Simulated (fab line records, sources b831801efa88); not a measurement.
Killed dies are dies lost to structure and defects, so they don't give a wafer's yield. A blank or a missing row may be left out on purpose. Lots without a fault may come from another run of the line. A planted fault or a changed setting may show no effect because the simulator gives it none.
Chamber matching | flow gf180mcu | GF_CONTACT_ETCH_17 on rie_diel-04: 4 sister chambers
The step etches SiO2 in C4F8/O2/Ar, stops on CoSi2, target depth 860 nm. 8 wafers are shown with their chamber, then 10 later ones without.

WAFERS WITH THEIR CHAMBER
wafer  | chamber | oes_product_au (a.u.) | rf_fwd_power_W (W)
L273.4 | 1       | 0.815                 | 1497
L273.5 | 2       | 0.814                 | 1501
L273.6 | 3       | 0.816                 | 1495
L274.2 | 0       | 0.813                 | 1498
L274.3 | 1       | 0.817                 | 1496
L274.4 | 3       | 0.809                 | 1489
L276.2 | 2       | 0.814                 | 1492
L276.5 | 0       | 0.818                 | 1502

WAFERS WITHOUT THEIR CHAMBER
wafer  | oes_product_au (a.u.) | rf_fwd_power_W (W)
L276.6 | 0.821                 | 1493
L279.1 | 0.813                 | 1493
L279.2 | 0.809                 | 1487
L279.6 | 0.818                 | 1496
L280.3 | 0.806                 | 1502
L280.4 | 0.821                 | 1495
L280.5 | 0.803                 | 1490
L281.2 | 0.811                 | 1503
L281.4 | 0.811                 | 1495
L281.6 | 0.805                 | 1496

WHICH CHAMBER EACH WENT THROUGH
wafer  | from the rows above               | in truth
L276.6 | can't be placed: 1 or 2 or 0 or 3 | 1
L279.1 | can't be placed: 3 or 2 or 1 or 0 | 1
L279.2 | can't be placed: 3 or 2 or 1      | 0
L279.6 | can't be placed: 1 or 0 or 2 or 3 | 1
L280.3 | can't be placed: 2 or 0 or 3 or 1 | 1
L280.4 | can't be placed: 1 or 0 or 2 or 3 | 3
L280.5 | can't be placed: 3 or 2 or 1 or 0 | 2
L281.2 | can't be placed: 0 or 2 or 1 or 3 | 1
L281.4 | can't be placed: 3 or 2 or 1 or 0 | 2
L281.6 | can't be placed: 3 or 2 or 0 or 1 | 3
Placed correctly: 0 of 10. Can't be placed from these rows: 10 (the true chamber is among the candidates in 9). Placed wrongly: 0.
How it was worked out, from the rows above alone: a wafer's distance from a chamber is the root of the sum, over the readings, of the square of ((its reading less the chamber's mean) divided by the reading's scatter). The wafer belongs to the nearest chamber; if the next one is less than 2 further off, it can't be placed. A chamber's mean is the mean of its shown wafers. The scatter: the root of (the sum of the squares of (reading less its chamber's mean) over the shown wafers, divided by (wafers less chambers)).
